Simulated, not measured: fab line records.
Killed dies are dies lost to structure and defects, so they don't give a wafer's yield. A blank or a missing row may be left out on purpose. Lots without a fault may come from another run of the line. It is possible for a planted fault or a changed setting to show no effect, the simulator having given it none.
The tool behind it: which one? | flow gf180mcu | Sampling: 12 lots, 34 wafers, 6 of 602 route steps

== WHAT THE GAUGES SHOWED, per wafer ==
GF_HV_LDD_CD_MEAS_46: the cd target is 400 nm.
lot  | measured     | on        | cd_nm (nm)
L486 | day 12 11:49 | cd_sem-01 | 397.7 397.3 397.5
L488 | day 13 07:22 | cd_sem-02 | 397.9 398.5 397.9
L489 | day 13 13:43 | cd_sem-01 | 395.9 397.8 397.1
L490 | day 13 22:17 | cd_sem-01 | 398.1 398.6 401.0
L491 | day 14 08:25 | cd_sem-02 | 402.8 403.3 403.2
L494 | day 15 11:34 | cd_sem-02 | 401.8 401.7 403.0
L495 | day 15 21:46 | cd_sem-02 | 397.0 399.7 395.7
L502 | day 18 02:39 | cd_sem-01 | 536.5 400.1
L505 | day 19 06:56 | cd_sem-02 | 404.4 541.7
L506 | day 19 20:49 | cd_sem-01 | 399.6 539.9 401.3
L507 | day 20 00:31 | cd_sem-01 | 397.2 397.3 397.7
L508 | day 20 08:44 | cd_sem-02 | 399.2 399.1 399.8

GF_HV_LDD_OVL_MEAS_47.
lot  | measured     | on         | HV_LDD_03_OVL (nm)
L486 | day 12 11:54 | overlay-02 | -1.4 1.5 -1.4
L488 | day 13 07:29 | overlay-02 | -0.9 -0.5 0.1
L489 | day 13 13:50 | overlay-01 | 1.3 0.0 -0.2
L490 | day 13 22:25 | overlay-02 | 1.5 2.6 1.3
L491 | day 14 08:32 | overlay-02 | 1.0 -0.8 0.8
L494 | day 15 11:41 | overlay-01 | 0.8 1.7 1.4
L495 | day 15 21:53 | overlay-02 | 0.0 0.7 -0.5
L502 | day 18 02:43 | overlay-01 | 0.1 0.5
L505 | day 19 07:04 | overlay-02 | -0.5 0.1
L506 | day 19 20:55 | overlay-02 | -0.9 -1.0 -1.7
L507 | day 20 00:36 | overlay-02 | 2.8 1.7 1.3
L508 | day 20 08:52 | overlay-02 | -1.9 -0.5 -1.6

GF_HV_LDD_RS_MEAS_53: the measuring method here is four-point-probe.
lot  | measured     | on            | HV_LDD_RS (ohm/sq)
L486 | day 12 12:24 | film_metro-02 | 418.9 418.1 418.5
L488 | day 13 07:56 | film_metro-04 | 418.1 418.7 419.3
L489 | day 13 14:18 | film_metro-03 | 418.5 419.3 419.2
L490 | day 13 22:55 | film_metro-04 | 417.4 418.8 418.8
L491 | day 14 09:01 | film_metro-02 | 418.7 418.2 419.0
L494 | day 15 12:09 | film_metro-04 | 419.5 418.9 418.4
L495 | day 15 22:21 | film_metro-02 | 417.4 417.8 417.8
L502 | day 18 03:14 | film_metro-04 | 417.1 417.8
L505 | day 19 07:31 | film_metro-04 | 416.8 418.0
L506 | day 19 21:23 | film_metro-04 | 417.7 415.8 417.9
L507 | day 20 01:05 | film_metro-03 | 419.1 418.4 419.0
L508 | day 20 09:19 | film_metro-03 | 419.3 419.0 418.5

== WHAT TOOL EACH LOT RAN ON (gives the tool, then ch and the chambers of the sampled wafers, and finally the start) ==
lot  | GF_HV_LDD_STRIP_22                   | GF_HV_LDD_COAT_41                 | GF_HV_LDD_STRIP_49
L486 | plasma_asher-04 ch 0,1, day 10 22:15 | litho_track-01 ch 0, day 12 02:01 | plasma_asher-04 ch 0,1, day 12 12:06
L488 | plasma_asher-02 ch 0,1, day 11 17:24 | litho_track-03 ch 0, day 12 20:49 | plasma_asher-02 ch 0,1, day 13 07:40
L489 | plasma_asher-02 ch 0,1, day 11 23:58 | litho_track-03 ch 0, day 13 03:58 | plasma_asher-01 ch 0,1, day 13 14:02
L490 | plasma_asher-02 ch 0,1, day 12 07:20 | litho_track-01 ch 0, day 13 12:35 | plasma_asher-01 ch 1, day 13 22:36
L491 | plasma_asher-02 ch 0,1, day 12 17:24 | litho_track-01 ch 0, day 13 22:37 | plasma_asher-04 ch 0, day 14 08:43
L494 | plasma_asher-04 ch 0,1, day 13 17:01 | litho_track-01 ch 0, day 15 01:17 | plasma_asher-02 ch 0,1, day 15 11:53
L495 | plasma_asher-04 ch 0,1, day 14 03:04 | litho_track-03 ch 0, day 15 11:21 | plasma_asher-02 ch 0,1, day 15 22:05
L502 | plasma_asher-01 ch 0,1, day 16 04:20 | litho_track-01 ch 0, day 17 15:02 | plasma_asher-04 ch 0,1, day 18 02:56
L505 | plasma_asher-02 ch 0,1, day 17 06:32 | litho_track-01 ch 0, day 18 18:11 | plasma_asher-01 ch 0,1, day 19 07:14
L506 | plasma_asher-01 ch 0,1, day 17 15:53 | litho_track-01 ch 0, day 19 08:52 | plasma_asher-04 ch 0,1, day 19 21:05
L507 | plasma_asher-04 ch 0,1, day 17 23:10 | litho_track-03 ch 0, day 19 12:27 | plasma_asher-01 ch 0,1, day 20 00:49
L508 | plasma_asher-02 ch 0,1, day 18 07:04 | litho_track-03 ch 0, day 19 19:42 | plasma_asher-04 ch 0,1, day 20 09:02
- GF_HV_LDD_STRIP_22: strips in O2/N2.
- GF_HV_LDD_COAT_41: resist thk 1000 nm.
- GF_HV_LDD_STRIP_49: strips in O2/N2.

== AS READ BY THE TOOLS THEMSELVES (means over the sampled wafers that have a number; for cases with no such wafer, the mark the record gives instead) ==
GF_HV_LDD_STRIP_22.
lot  | tool            | drypump_motor_current_A (A) | heater_power_w (W) | n2_flow_sccm (sccm) | oes_product_au (a.u.) | platen_temp_c (C) | strip_time_to_endpoint_s (s)
L486 | plasma_asher-04 | 5.4                         | 303                | 300.3               | 0.717                 | 250.25            | 12.60
L488 | plasma_asher-02 | 6.1                         | 371                | 299.5               | 0.718                 | 249.94            | 12.64
L489 | plasma_asher-02 | 6.1                         | 368                | 299.6               | 0.716                 | 249.94            | 12.63
L490 | plasma_asher-02 | 5.9                         | 372                | 299.9               | 0.716                 | 250.12            | 12.60
L491 | plasma_asher-02 | 5.8                         | 372                | 300.3               | 0.714                 | 250.10            | 12.61
L494 | plasma_asher-04 | 5.4                         | 299                | 299.8               | 0.713                 | 250.13            | 12.66
L495 | plasma_asher-04 | 5.9                         | 313                | 300.3               | 0.717                 | 249.90            | 12.65
L502 | plasma_asher-01 | 5.6                         | 298                | 300.1               | 0.717                 | 250.03            | 12.66
L505 | plasma_asher-02 | 5.9                         | 366                | 299.3               | 0.714                 | 250.31            | 12.61
L506 | plasma_asher-01 | 5.6                         | 297                | 299.4               | 0.715                 | 250.04            | 12.63
L507 | plasma_asher-04 | 5.9                         | 308                | 299.9               | 0.718                 | 250.03            | 12.62
L508 | plasma_asher-02 | 6.1                         | 364                | 300.0               | 0.713                 | 249.90            | 12.59

GF_HV_LDD_STRIP_49.
lot  | tool            | drypump_motor_current_A (A) | heater_power_w (W) | n2_flow_sccm (sccm) | oes_product_au (a.u.) | platen_temp_c (C) | strip_time_to_endpoint_s (s)
L486 | plasma_asher-04 | 5.9                         | 308                | 300.5               | 0.718                 | 250.00            | 12.69
L488 | plasma_asher-02 | 6.1                         | 376                | 300.0               | 0.715                 | 250.16            | 12.67
L489 | plasma_asher-01 | 5.6                         | 299                | 300.0               | 0.716                 | 249.96            | 12.65
L490 | plasma_asher-01 | 5.7                         | 309                | 299.6               | 0.717                 | 249.92            | 12.62
L491 | plasma_asher-04 | 4.9                         | 287                | 299.8               | 0.716                 | 250.20            | 12.62
L494 | plasma_asher-02 | 5.8                         | 369                | 299.7               | 0.717                 | 250.08            | 12.62
L495 | plasma_asher-02 | 5.9                         | 373                | 299.8               | 0.714                 | 249.99            | 12.58
L502 | plasma_asher-04 | 5.6                         | 298                | 298.9               | 0.537                 | 249.88            | 7.96
L505 | plasma_asher-01 | 5.6                         | 304                | 300.4               | 0.539                 | 249.88            | 7.93
L506 | plasma_asher-04 | 5.4                         | 283                | 301.4               | 0.601                 | 250.01            | 9.51
L507 | plasma_asher-01 | 5.6                         | 297                | 299.8               | 0.715                 | 250.01            | 12.65
L508 | plasma_asher-04 | 5.8                         | 301                | 300.8               | 0.719                 | 249.93            | 12.70

== THE ANSWER, worked out from the rows above alone ==
Rule: the usual values come from the lots themselves. The widest of any qualifying gaps counts: lots, ordered by their means at a reading, are off when they make up no more than a third of the lots, leave a main group of 4 or more, and stand apart from it by 3 or more times the standard deviation of that group's means. Not used: any main group whose means are identical at the precision the tables above print for the reading. Also off: a lot with no number at a reading for which 4 or more lots have one. The other lots that the step has rows for count as sound. Order of review: gauges by route order, followed by the tools' own readings, for which a lot's mean as printed above is used. The first step at which some lot is off is used, and at that step the reading that is off furthest; a lot without a number counts as furthest.
Off: L502, L505, L506, at GF_HV_LDD_CD_MEAS_46 (cd_nm). Main group: mean 399.0 nm, sd 2.1.
If a tool, at a process step before that reading, ran all the lots that are off and no sound lot after the first of them, it fits. The gauges at GF_HV_LDD_CD_MEAS_46 aren't tried: what is off there is off at GF_HV_LDD_RS_MEAS_53 too, on other tools, and a gauge's error can't cause that. One fits: litho_track-01 at GF_HV_LDD_COAT_41. Its last sound lot is L494 (day 15 01:17), its first lot that is off L502 (day 17 15:02): a fault that began between those two fits.

== WHAT THE SIMULATOR HAD INSERTED ==
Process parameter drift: litho_track-01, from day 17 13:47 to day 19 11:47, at GF_HV_LDD_COAT_41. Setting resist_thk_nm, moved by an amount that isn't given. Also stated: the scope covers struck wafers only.
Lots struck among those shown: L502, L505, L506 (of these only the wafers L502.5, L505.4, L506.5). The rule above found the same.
